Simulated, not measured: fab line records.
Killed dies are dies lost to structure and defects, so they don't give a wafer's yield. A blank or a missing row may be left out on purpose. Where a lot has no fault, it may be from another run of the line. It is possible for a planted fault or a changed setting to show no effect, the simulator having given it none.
fab line records | flow sky130
record: lots: 11 wafers: 33 lastDay: 50
route steps=708 shown POLY_GATE@228 SD_P@330 RES_XHIGH@339 LI_CONTACT@364
lots that met no fault: from a run of the same line without faults
startH: the number of hours between the record's first day and the start of the first shown wafer of the lot | waitH: hours elapsed since this lot's preceding step | " unchanged from the row above | L1.1+2: one row covering several wafers at once | - value missing, or start not given | * or withheld: withheld | < > ~ a bound
route shown NAME@n: a module of which the file shows steps, and the number in the route of the first | usual: mean/standard deviation of fault-free wafers | same: alike in all rows | chamber/n: place in a boat | sites: each site's reading | _std_site: standard deviation of those values | _edge_site: mean of outer sites minus mean of inner sites | radiusMm: for every site, how far away it sits from the centre of the wafer | mask NAME#n: copy n | behind: tool/chamber where the wafer was last shaped | hold: what put the lot on hold/how long, in hours/how the hold closed | device: the transistor (n, p or np) that didn't switch | end of line: the route-end tests of the same wafers | a step with no rows: only its recipe | killed: not the wafer's yield, but the dies lost to structure and defects at the first sort | map: per-die view of a wafer (x killed, . not killed, _ where there is no die)
set.NAME: the setting as run; set.NAME@STEP: as run at that earlier step | model.NAME: the simulator's own value behind a step, which no gauge read
the route's steps for a sample of lots (tables are steps, rows are wafers)
services: from which hour (startH, from the record's first day; less than 0 if before it) a tool's chamber was out of use, for how many hours, and why
== steps ==
step: SKY_POLY_GATE_OVL_MEAS_14
usual: POLY_GATE_OVL: 2/5
columns lot.wafer tool chamber startH waitH POLY_GATE_OVL[nm]
L998.1 overlay-01 - 370.81 0.1 -3
L998.2 " - " " 4
L998.6 " - " " 2
L999.1 overlay-01 - 381.81 0.1 9
L999.2 " - " " 10
L999.6 " - " " 1
L104.2 overlay-02 - 428.20 0.1 -2
L104.5 " - " " 0
L104.6 " - " " -1
L108.1 overlay-02 - 466.75 0.1 -4
L108.4 " - " " -5
L108.6 " - " " -4
L109.1 overlay-01 - 474.15 0.1 4
L109.2 " - " " 1
L109.3 " - " " 6
L110.1 overlay-01 - 482.00 0.1 0
L110.4 " - " " 6
L110.6 " - " " 10
L114.2 overlay-02 - 514.21 0.1 6
L114.4 " - " " 6
L114.6 " - " " -3
L117.4 overlay-02 - 540.13 0.1 5
L117.5 " - " " -1
L117.6 " - " " 7
L118.3 overlay-01 - 545.96 0.1 -2
L118.4 " - " " -2
L118.6 " - " " 3
L121.1 overlay-02 - 567.45 0.1 -5
L121.2 " - " " -5
L121.6 " - " " -3
L120.2 overlay-01 - 567.46 0.1 -5
L120.4 " - " " -10
L120.6 " - " " -9
step: SKY_SD_P_STRIP_10
recipe: chemistry: O2/N2 powerW: 1400 pressureMtorr: 1500 platenTempC: withheld o2FlowSccm: 3000 n2FlowSccm: 300 overashFraction: 0.5
usual: drypumpMotorCurrentA: 5.42/0.3 oesProductAu: 0.618/0.0046 stripTimeToEndpointS: 17.57/0.035
columns lot.wafer tool chamber startH waitH drypumpMotorCurrentA oesProductAu rfHoursCounterH stripTimeToEndpointS
L998.1 plasmaAsher-04 0 588.43 0.1 5.04 0.610 79 17.50
L998.2 " 1 " " 5.64 0.623 79 17.50
L998.6 " 0 " " 5.10 0.615 - 17.53
L999.1 plasmaAsher-02 1 599.87 0.1 5.87 0.621 90 17.54
L999.2 " 0 " " 5.14 0.622 90 17.58
L999.6 " 1 " " 5.87 0.622 - 17.60
L104.2 plasmaAsher-02 1 644.79 0.1 5.87 0.628 94 17.51
L104.5 " 0 " " 5.14 0.619 - 17.56
L104.6 " 1 " " 5.88 0.615 - 17.50
L108.1 plasmaAsher-01 1 680.62 0.1 5.21 0.621 24 17.59
L108.4 " 0 " " 5.56 0.624 - 17.59
L108.6 " 0 " " 5.55 0.611 - 17.60
L109.1 plasmaAsher-02 1 686.83 0.1 5.88 0.619 98 17.61
L109.2 " 0 " " 5.17 0.620 98 17.63
L109.3 " 0 " " 5.13 0.622 - 17.60
L110.1 plasmaAsher-02 0 695.34 0.1 5.12 0.614 99 17.59
L110.4 " 1 " " 5.87 0.619 - 17.56
L110.6 " 0 " " 5.13 0.609 - 17.56
L114.2 plasmaAsher-04 0 725.67 0.1 5.10 0.610 92 17.62
L114.4 " 1 " " 5.64 0.616 - 17.61
L114.6 " 0 " " 5.10 0.608 - 17.59
L117.4 plasmaAsher-02 1 746.88 0.1 5.87 0.610 - 17.50
L117.5 " 0 " " 5.13 0.623 - 17.47
L117.6 " 1 " " 5.88 0.620 - 17.52
L118.3 plasmaAsher-01 1 754.42 0.1 5.21 0.610 - 17.58
L118.4 " 0 " " 5.56 0.619 - 17.61
L118.6 " 0 " " 5.54 0.620 - 17.59
L120.2 plasmaAsher-01 0 771.88 0.1 5.57 0.621 34 17.61
L120.4 " 0 " " 5.57 0.620 - 17.58
L120.6 " 0 " " 5.56 0.620 - 17.59
L121.1 plasmaAsher-01 0 773.19 0.1 5.57 0.613 34 17.60
L121.2 " 1 " " 5.20 0.617 34 17.59
L121.6 " 0 " " 5.56 0.615 - 17.60
step: SKY_RES_XHIGH_IMPLANT_07
recipe: species: BF2 energyKev: 20 doseCm2: 3.6e+14 tiltDeg: 0
usual: beamOnS: 38.0/2.9 doseIonsCm2: 3.6e+14/3.6e+11 faradayCurrentUA: 537/39
columns lot.wafer tool chamber startH waitH beamOnS doseIonsCm2 faradayCurrentUA
L998.1 implanter-03 0 617.79 0.1 36.1 3.601e+14 566
L998.2 " 0 " " 37.3 3.598e+14 545
L998.6 " 0 " " 37.9 3.598e+14 535
L999.1 implanter-03 0 628.18 0.1 35.0 3.603e+14 577
L999.2 " 0 " " 34.8 3.597e+14 583
L999.6 " 0 " " 35.3 3.6e+14 575
L104.2 implanter-03 0 673.01 0.1 36.3 3.605e+14 560
L104.5 " 0 " " 36.4 3.6e+14 558
L104.6 " 0 " " 36.3 3.603e+14 558
L108.1 implanter-03 0 709.08 0.1 9.8 3.6e+13 206
L108.4 " 0 " " 9.8 3.57e+13 207
L108.6 " 0 " " 9.9 3.58e+13 205
L109.1 implanter-03 0 715.29 0.1 10.0 3.64e+13 204
L109.2 " 0 " " 9.8 3.58e+13 208
L109.3 " 0 " " 9.8 3.63e+13 207
L110.1 implanter-02 0 722.59 0.1 41.2 3.601e+14 493
L110.4 " 0 " " 43.3 3.603e+14 468
L110.6 " 0 " " 42.6 3.603e+14 474
L114.2 implanter-02 0 752.60 0.1 42.3 3.601e+14 481
L114.4 " 0 " " 41.0 3.602e+14 494
L114.6 " 0 " " 42.8 3.594e+14 473
L117.4 implanter-02 0 773.86 0.1 40.9 3.608e+14 495
L117.5 " 0 " " 42.2 3.604e+14 478
L117.6 " 0 " " 41.6 3.601e+14 488
L118.3 implanter-02 0 781.23 0.1 42.1 3.597e+14 484
L118.4 " 0 " " 41.9 3.597e+14 483
L118.6 " 0 " " 41.9 3.601e+14 483
L120.2 implanter-02 0 798.06 0.1 42.0 3.602e+14 482
L120.4 " 0 " " 40.4 3.595e+14 502
L120.6 " 0 " " 43.1 3.598e+14 472
L121.1 implanter-03 0 800.04 0.1 35.8 3.593e+14 568
L121.2 " 0 " " 37.2 3.595e+14 546
L121.6 " 0 " " 36.8 3.6e+14 552
step: SKY_RES_XHIGH_TW_MEAS_09
usual: RES_XHIGH_TW: 1639/11
columns lot.wafer tool chamber startH waitH RES_XHIGH_TW
L998.1 filmMetro-01 - 618.04 0.1 1644
L998.2 " - " " 1647
L998.6 " - " " 1649
L999.1 filmMetro-01 - 628.43 0.1 1638
L999.2 " - " " 1639
L999.6 " - " " 1633
L104.2 filmMetro-04 - 673.25 0.1 1655
L104.5 " - " " 1653
L104.6 " - " " 1646
L108.1 filmMetro-03 - 709.33 0.1 788
L108.4 " - " " 791
L108.6 " - " " 788
L109.1 filmMetro-04 - 715.54 0.1 805
L109.2 " - " " 822
L109.3 " - " " 806
L110.1 filmMetro-04 - 722.84 0.1 1649
L110.4 " - " " 1650
L110.6 " - " " 1663
L114.2 filmMetro-01 - 752.84 0.1 1655
L114.4 " - " " 1645
L114.6 " - " " 1650
L117.4 filmMetro-04 - 774.07 0.1 1641
L117.5 " - " " 1643
L117.6 " - " " 1644
L118.3 filmMetro-01 - 781.45 0.1 1630
L118.4 " - " " 1640
L118.6 " - " " 1627
L120.2 filmMetro-03 - 798.30 0.1 1630
L120.4 " - " " 1627
L120.6 " - " " 1631
L121.1 filmMetro-01 - 800.29 0.1 1644
L121.2 " - " " 1646
L121.6 " - " " 1633
step: SKY_SD_N_RS_MEAS_18
recipe: thkMeasGauge: four-point-probe
usual: RES_XHIGH_RS: 332.8/1.1
columns lot.wafer tool chamber startH waitH RES_XHIGH_RS[ohm/sq]
L998.1 filmMetro-01 - 647.31 0.1 332.8
L998.2 " - " " 332.6
L998.6 " - " " 333.9
L999.1 filmMetro-01 - 658.15 0.1 334.0
L999.2 " - " " 334.1
L999.6 " - " " 333.4
L104.2 filmMetro-03 - 702.44 0.1 332.0
L104.5 " - " " 331.5
L104.6 " - " " 332.2
L108.1 filmMetro-03 - 738.12 0.1 1982.0
L108.4 " - " " 2001.7
L108.6 " - " " 2035.4
L109.1 filmMetro-04 - 742.85 0.1 1967.7
L109.2 " - " " 1876.9
L109.3 " - " " 1943.2
L110.1 filmMetro-01 - 751.20 0.1 333.8
L110.4 " - " " 333.3
L110.6 " - " " 331.8
L114.2 filmMetro-04 - 781.27 0.1 331.5
L114.4 " - " " 332.3
L114.6 " - " " 333.3
L117.4 filmMetro-04 - 801.96 0.1 333.9
L117.5 " - " " 333.5
L117.6 " - " " 334.0
L118.3 filmMetro-04 - 808.26 0.1 335.1
L118.4 " - " " 333.9
L118.6 " - " " 334.5
L120.2 filmMetro-01 - 826.09 0.1 331.5
L120.4 " - " " 332.7
L120.6 " - " " 331.5
L121.1 filmMetro-01 - 827.60 0.1 332.4
L121.2 " - " " 332.0
L121.6 " - " " 332.4
step: SKY_LI_CONTACT_CMP_02
recipe: material: PSG downForcePsi: 4 platenRpm: 60 padVelocityMS: 0.94248
usual: motorCurrentA: 12.6/1.2 slurryFilterDpKPa: 13.52/0.14 timeToEndpointS: 33/3.9
columns lot.wafer tool chamber startH waitH motorCurrentA slurryFilterDpKPa timeToEndpointS
L998.2 cmp-01 2 647.66 0.1 11.5 13.17 33
L998.1 " 0 " " 13.0 13.69 32
L998.6 " 1 " " 11.5 13.64 34
L999.1 cmp-01 3 658.45 0.1 12.3 13.57 37
L999.2 " 0 " " 13.4 13.36 32
L999.6 " 3 " " 11.7 13.72 40
L104.2 cmp-02 1 702.82 0.1 13.7 13.55 26
L104.5 " 3 " " 14.1 13.60 28
L104.6 " 0 " " 11.4 13.34 27
L108.4 cmp-01 1 738.47 0.1 10.6 13.64 40
L108.1 " 3 " " 11.9 13.47 43
L108.6 " 1 " " 10.7 13.48 34
L109.2 cmp-02 0 743.20 0.0 10.9 13.42 31
L109.1 " 1 " " 13.4 13.39 33
L109.3 " 3 " " 13.2 13.72 37
L110.1 cmp-01 3 751.50 0.1 11.7 13.58 40
L110.4 " 2 " " 11.4 13.55 36
L110.6 " 3 " " 12.5 13.57 36
L114.4 cmp-01 2 781.55 0.0 12.4 13.59 32
L114.2 " 1 " " 11.3 13.60 34
L114.6 " 2 " " 11.8 13.68 37
L117.4 cmp-01 2 802.35 0.2 11.9 13.71 35
L117.6 " 3 " " 12.2 13.59 42
L117.5 " 0 " " 13.2 13.36 37
L118.4 cmp-02 3 808.57 0.1 12.9 13.59 37
L118.3 " 0 " " 11.1 13.67 36
L118.6 " 3 " " 13.3 13.52 29
L120.4 cmp-02 3 826.37 0.0 13.7 13.67 35
L120.2 " 1 " " 13.5 13.28 28
L120.6 " 3 " " 13.1 13.59 28
L121.2 cmp-01 3 828.15 0.3 12.3 13.42 32
L121.1 " 0 " " 12.8 13.75 32
L121.6 " 2 " " 11.8 13.48 30
== services ==
columns tool chamber startH hours kind
cmp-02 - 565.18 3.2 repair
cmp-01 - 565.47 1.1 repair
cmp-01 - 567.95 10.4 repair
cmp-01 - 578.31 4.0 pm
cmp-02 - 589.78 3.6 repair
cmp-02 - 597.26 1.7 repair
implanter-03 - 628.96 5.4 repair
cmp-02 - 631.57 1.5 repair
plasmaAsher-02 - 636.01 2.1 repair
implanter-03 - 640.26 2.5 repair
implanter-03 - 666.11 3.0 repair
implanter-03 - 669.73 3.2 pm
plasmaAsher-02 - 672.43 3.5 repair
implanter-02 - 681.53 3.3 repair
cmp-01 - 703.47 0.6 repair
cmp-01 - 719.75 0.9 repair
plasmaAsher-02 - 733.75 9.0 pm
implanter-03 - 735.03 2.5 repair
plasmaAsher-02 - 755.00 0.4 repair
cmp-01 - 755.97 0.5 repair
plasmaAsher-02 - 756.60 2.8 pm
cmp-01 - 759.96 2.9 repair
implanter-02 - 798.91 5.6 pm
cmp-01 - 805.76 1.3 repair
== key ==
firstSign: step: SKY_RES_XHIGH_IMPLANT_07 reading: doseIonsCm2 direction: down sigmas: 99+ usual: * struck: *
effect: step: SKY_RES_XHIGH_IMPLANT_07 reading: beamOnS direction: down sigmas: 9.8 usual: 38.0 struck: 9.8
effect: step: SKY_RES_XHIGH_TW_MEAS_09 reading: RES_XHIGH_TW direction: down sigmas: 79 usual: 1639 struck: 800
effect: step: SKY_SD_N_RS_MEAS_18 reading: RES_XHIGH_RS direction: up sigmas: 99+ usual: 332.8 struck: 1967.8
metAt SKY_RES_XHIGH_IMPLANT_07
struckLots L108,L109
testerLeftOut L108,L109
notActingAt SKY_POLY_GATE_OVL_MEAS_14,SKY_SD_P_STRIP_10,SKY_LI_CONTACT_CMP_02
onsetBetween 673.01 709.08
fault: kind: processParameterDrift tool: implanter-03 chamber: - onsetH: 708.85 steps: SKY_RES_XHIGH_IMPLANT_07 channel: doseCm2 offset: * shape: step endH: 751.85 actsIn: * stated: *
testerLeftOut: of these lots the tester's yield and bins aren't shown, on N5 and GAA mostly nor the transistor test; their killed dies are dies lost to structure and defects alone, not to doping, threshold or leakage, so they don't give the yield
